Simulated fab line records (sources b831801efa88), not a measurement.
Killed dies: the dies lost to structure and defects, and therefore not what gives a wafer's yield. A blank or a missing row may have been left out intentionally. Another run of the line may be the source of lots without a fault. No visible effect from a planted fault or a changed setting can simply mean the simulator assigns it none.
Comparing a struck lot with a sound one / flow gf180mcu / 14 steps out of a route of 602
Sound: wafers L719.2, L719.4, L719.6. Struck: wafers L725.2, L725.5, L725.6. The cause is named last.
Order at every step that has rows: each side's tool, ch and its chambers, its first start. Under that, the readings that differ: sound wafers / struck wafers / difference of the means / sigmas: that difference in standard deviations of wafers without a fault.
alike: same words and numbers on both sides, and readings whose means sit less than 2 such deviations apart. not compared: any withheld reading, any reading some wafer has no value for, any bound like >300 that may hide the same value, and any number with overlapping values for which the record gives no deviation.
The two part at a step that has a row with sigmas, a row that says differs or no value, or rows on one side only. When numbers do not overlap yet have no deviation, they are printed without sigmas and do not part them. A reading that every wafer of one side lacks parts them only if that side has two wafers or more.

first, 1 step without rows for these wafers: GF_PSD_CLEAN_12 (cleans in SC1/SC2, time 150 s).
GF_PSD_RTA_13: time 20 s.
  sound on rtp anneal-02 ch 0, day 15 17:36; struck on rtp anneal-02 ch 0, day 18 03:23
  alike: lamp power pct, wafer_temp_C_max
GF_PSD_RS_MEAS_14: uses a four-point probe to measure.
  sound on film metro-03 at day 15 17:41; struck on film metro-03 at day 18 03:28
  alike: NSD_RS
GF_PSD_RS_MEAS_15: uses a four-point probe to measure.
  sound on film metro-03 at day 15 17:49; struck on film metro-03 at day 18 03:35
  alike: PSD_RS
GF_SAB_CVD_00: deposits SiO2 from TEOS, target thk 50 nm, time 4.9302 s.
  sound on pecvd-04 ch 0,1,2, day 15 17:55; struck on pecvd-03 ch 0,2, day 18 03:41
  alike: heater power w
GF_SAB_THK_MEAS_01:
  sound on film metro-02 at day 15 17:56; struck on film metro-02 at day 18 03:43
  alike: SAB_CVD_00_THK
then, 6 steps without rows for these wafers: GF_SAB_DEHYDRATE_02 (time 60 s); GF_SAB_HMDS_03 (prime time 60 s); GF_SAB_COAT_04 (resist thk 1000 nm); GF_SAB_SOFTBAKE_05 (time 60 s); GF_SAB_EXPOSE_06 (exposes mask SAB, target cd 420 nm); GF_SAB_PEB_07.
GF_SAB_DEVELOP_08: develop time 60 s.
  struck on litho track-01, day 19 03:59; sound on litho track-02 ch 0, day 16 15:52
  no value came back on the struck wafers for chill plate temp C (C), develop time s (s); on the sound wafers chill plate temp C (C) reads 22.89 23.13 23.19
GF_SAB_CD_MEAS_09: the cd target is 420 nm.
  sound on cd sem-02 at day 16 16:01; struck on cd sem-02 at day 19 04:08
reading=cd nm (nm); sound=421.8 420.2 421.3; struck=- - -; difference=no value on the struck wafers; sigmas=

## WHERE THEY PART
First at GF_SAB_DEVELOP_08; last, within this record, at GF_SAB_CD_MEAS_09.

WHY: what had been put in by the simulator
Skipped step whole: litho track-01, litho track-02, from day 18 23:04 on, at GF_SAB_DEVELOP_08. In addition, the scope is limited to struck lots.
